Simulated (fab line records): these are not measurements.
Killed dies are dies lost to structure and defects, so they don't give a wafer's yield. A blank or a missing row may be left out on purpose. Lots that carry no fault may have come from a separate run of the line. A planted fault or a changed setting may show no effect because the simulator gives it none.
A struck lot beside a sound one -- flow sfq line -- 14 out of 325 route steps
Sound: wafers L491.2, L491.3, L491.5. Wafers L508.1, L508.5, L508.6 were the ones struck. The cause is given at the end.
Per side, at each step with rows, come the tool, then ch with its chambers, and then its first start. Under that, the readings that differ: sound wafers -- struck wafers -- difference of the means -- sigmas: that difference in standard deviations of wafers without a fault.
alike: words and numbers the same on both sides, and readings whose means are apart by under 2 such deviations; not compared: readings that were withheld, readings missing a value for some wafer, numbers with overlapping values and no deviation given by the record, and bounds like >300 which may hide the same value.
Wherever a step has rows on one side only, a row that says differs or no value, or a row with sigmas, the two part there. Non-overlapping numbers with no deviation appear without sigmas and do not part them. A reading missing from all wafers of one side parts the sides only when that side holds two or more wafers.

first, 4 steps without rows for these wafers: SFQ_TRILAYER_M5_LITHO_SOFTBAKE_127; SFQ_TRILAYER_M5_LITHO_EXPOSE_124 (exposes mask M5, target cd 700 nm); SFQ_TRILAYER_M5_LITHO_PEB_126 (peb time 60 s); SFQ_TRILAYER_M5_LITHO_DEVELOP_125 (time 60 s).
SFQ_M5_OVL_MEAS_932:
  sound on overlay-02, day 57 21:44; struck on overlay-02, day 62 22:43
  alike: M5_OVL
SFQ_TRILAYER_M5_BARC_OPEN_METAL_ETCH_161: etches BARC in O2, target depth 125 nm, time 41.7 s.
  sound on rie metal-02 ch 0, day 57 21:46; struck on rie metal-01 ch 0,1, day 62 22:46
  alike: drypump motor current A, he backside leak sccm, oes product au
  not compared: rf hours counter h
SFQ_TRILAYER_M5_ETCH_METAL_ETCH_126: etches Nb in Cl2/BCl3, stops on SiO2, time 203.2 s, target depth 265 nm.
  sound on rie metal-02 ch 0, day 57 21:49; struck on rie metal-01 ch 0,1, day 62 22:49
reading,sound,struck,difference,sigmas
he backside leak sccm (sccm),3.14 3.03 3.13,3.52 3.86 3.46,+0.51,+3
  alike: drypump motor current A, oes product au
  not compared: rf hours counter h
then, 3 steps without rows for these wafers: SFQ_TRILAYER_M5_STRIP_STRIP_127 (strips in O2); SFQ_TRILAYER_M5_STRIP_SOLV_CLEAN_128 (cleans in NMP, time 600 s); SFQ_TRILAYER_A5B_DEP_PECVD_129 (deposits SiO2 from SiH4/N2O, time 133.33 s, target thk 600 nm).
SFQ_TRILAYER_A5B_CMP_CMP_130: polishes, stops on Nb, target thk 340.7 nm.
  sound on cmp-02 ch 0,1,3, day 58 00:01; struck on cmp-02 ch 0,1, day 63 00:01
  alike: motor current A, platen rpm, slurry flow ml min
SFQ_TRILAYER_A5B_METRO_MEASURE_131:
  sound on film metro-04, day 58 03:13; struck on film metro-03, day 63 03:01
  alike: thk nm
SFQ_TRILAYER_R5_DEP_SPUTTER_132: material Ti, target thk 5 nm, time 5 s.
  sound on pvd sputter-05, day 58 04:13; struck on pvd sputter-03, day 63 04:13
reading,sound,struck,difference,sigmas
model.Ti_of_TRILAYER_R5_DEP_SPUTTER_132.thk nm (nm),4.923 5.063 5.129,4.334 4.291 4.275,-0.738,
  alike: throttle valve pct
SFQ_TRILAYER_R5_DEP_SPUTTER_133: material MoNx, target thk 40 nm, time 66.7 s.
  sound on pvd sputter-05, day 58 04:14; struck on pvd sputter-03, day 63 04:14
  alike: throttle valve pct

== WHERE THEY PART ==
SFQ_TRILAYER_M5_ETCH_METAL_ETCH_126 only, going by this record. Later steps at which nothing parts them and some readings are alike: SFQ_TRILAYER_A5B_CMP_CMP_130, SFQ_TRILAYER_A5B_METRO_MEASURE_131, SFQ_TRILAYER_R5_DEP_SPUTTER_132, SFQ_TRILAYER_R5_DEP_SPUTTER_133.

WHY: whatever the simulator had introduced
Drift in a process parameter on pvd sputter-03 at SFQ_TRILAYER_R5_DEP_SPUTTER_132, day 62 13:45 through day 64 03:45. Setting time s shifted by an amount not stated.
